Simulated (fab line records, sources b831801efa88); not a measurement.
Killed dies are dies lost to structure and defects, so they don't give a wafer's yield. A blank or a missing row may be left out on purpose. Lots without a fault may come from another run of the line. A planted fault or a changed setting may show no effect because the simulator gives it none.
Which tool did it? | flow sfq_line | 14 lots, 42 wafers sampled, at 2 steps of a route of 325

WHAT THE GAUGES READ, wafer by wafer
SFQ_M4_RS_MEAS_924: measures by four-point-probe.
lot  | measured     | on            | M4_NB_RS (ohm/sq)
L838 | day 49 12:45 | film_metro-03 | 0.879 0.877 0.888
L840 | day 49 19:56 | film_metro-03 | 0.891 0.889 0.887
L842 | day 50 00:46 | film_metro-02 | 0.883 0.885 0.884
L843 | day 50 04:28 | film_metro-02 | 0.896 0.907 0.895
L844 | day 50 05:43 | film_metro-04 | 0.898 0.900 0.918
L845 | day 50 08:04 | film_metro-02 | 0.881 0.873 0.867
L846 | day 50 10:28 | film_metro-03 | 0.888 0.890 0.894
L850 | day 50 23:11 | film_metro-02 | 0.903 0.891 0.904
L851 | day 50 23:47 | film_metro-04 | 0.879 0.886 0.882
L852 | day 51 00:59 | film_metro-02 | 0.889 0.891 0.891
L853 | day 51 04:35 | film_metro-04 | 0.899 0.883 0.908
L856 | day 51 08:11 | film_metro-03 | 0.814 0.823 0.807
L860 | day 52 10:44 | film_metro-02 | 0.888 0.877 0.885
L861 | day 52 13:06 | film_metro-02 | 0.820 0.807 0.824

WHICH TOOL RAN EACH LOT (tool, then ch and the chambers of the sampled wafers, then the start)
lot  | SFQ_TRILAYER_M4_DEP_SPUTTER_091
L838 | pvd_sputter-06, day 49 12:38
L840 | pvd_sputter-04, day 49 19:50
L842 | pvd_sputter-04, day 50 00:38
L843 | pvd_sputter-06, day 50 04:22
L844 | pvd_sputter-03, day 50 05:34
L845 | pvd_sputter-04, day 50 07:58
L846 | pvd_sputter-06, day 50 10:22
L850 | pvd_sputter-03, day 50 23:05
L851 | pvd_sputter-04, day 50 23:41
L852 | pvd_sputter-06, day 51 00:53
L853 | pvd_sputter-03, day 51 04:29
L856 | pvd_sputter-03, day 51 08:05
L860 | pvd_sputter-06, day 52 10:37
L861 | pvd_sputter-03, day 52 13:01
- SFQ_TRILAYER_M4_DEP_SPUTTER_091: material Nb, target thk 200 nm, time 133.3 s.

WHAT THE TOOLS THEMSELVES READ (means of the sampled wafers that have a number; where no wafer has one, the mark that the record gives instead)
SFQ_TRILAYER_M4_DEP_SPUTTER_091.
lot  | tool           | cathode_dc_power_W (W) | throttle_valve_pct (%)
L838 | pvd_sputter-06 | 1999.8                 | 29.3
L840 | pvd_sputter-04 | 2000.1                 | 30.9
L842 | pvd_sputter-04 | 1999.8                 | 31.2
L843 | pvd_sputter-06 | 1999.7                 | 30.1
L844 | pvd_sputter-03 | 2000.1                 | 30.1
L845 | pvd_sputter-04 | 2000.4                 | 31.0
L846 | pvd_sputter-06 | 1999.8                 | 30.6
L850 | pvd_sputter-03 | 2000.1                 | 30.9
L851 | pvd_sputter-04 | 1999.9                 | 31.1
L852 | pvd_sputter-06 | 2000.0                 | 29.9
L853 | pvd_sputter-03 | 2000.3                 | 30.2
L856 | pvd_sputter-03 | 2205.9                 | 30.3
L860 | pvd_sputter-06 | 2000.1                 | 29.0
L861 | pvd_sputter-03 | 2205.6                 | 30.5

THE ANSWER, worked out from the rows above alone
Rule: what is usual is taken from the lots themselves. Put in order of their means at a reading, lots are off if they are a third of the lots or fewer, leave a main group of 4 or more, and stand apart from it by a gap of 3 or more times the standard deviation of the main group's means; of several such gaps the widest counts. A main group whose means are all the same, to the digits that the tables above print for the reading, isn't used. A lot without any number at a reading at which 4 lots or more have one is off too. The other lots that the step has rows for count as sound. The gauges are gone through in route order, then the tools' own readings, and for those a lot's mean is taken as printed above. The first step at which some lot is off is used, and at that step the reading that is off furthest; a lot without a number counts as furthest.
Off: L856, L861, at SFQ_M4_RS_MEAS_924 (M4_NB_RS). The main group: mean 0.890 ohm/sq, standard deviation 0.0088.
A tool fits if, at a process step before that reading, it ran every lot that is off, and no sound lot after the first of them. The gauges at SFQ_M4_RS_MEAS_924 aren't tried: what is off there is off at SFQ_TRILAYER_M4_DEP_SPUTTER_091 too, on other tools, and a gauge's error can't cause that. One fits: pvd_sputter-03 at SFQ_TRILAYER_M4_DEP_SPUTTER_091. Its last sound lot is L853 (day 51 04:29), its first lot that is off L856 (day 51 08:05): a fault that began between those two fits.
The tool's own readings at SFQ_TRILAYER_M4_DEP_SPUTTER_091 bear it out: on the lots that are off they differ by more than 5 times the standard deviation of the sound lots' means. cathode_dc_power_W reads 2205.8 W there against 2000.0 W on the sound lots.

WHAT THE SIMULATOR HAD PUT IN
Process parameter drift: pvd_sputter-03, from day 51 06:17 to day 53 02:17, at SFQ_TRILAYER_M4_DEP_SPUTTER_091. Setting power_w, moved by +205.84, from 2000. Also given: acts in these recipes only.
Lots struck among those shown: L856, L861. The rule above found the same.
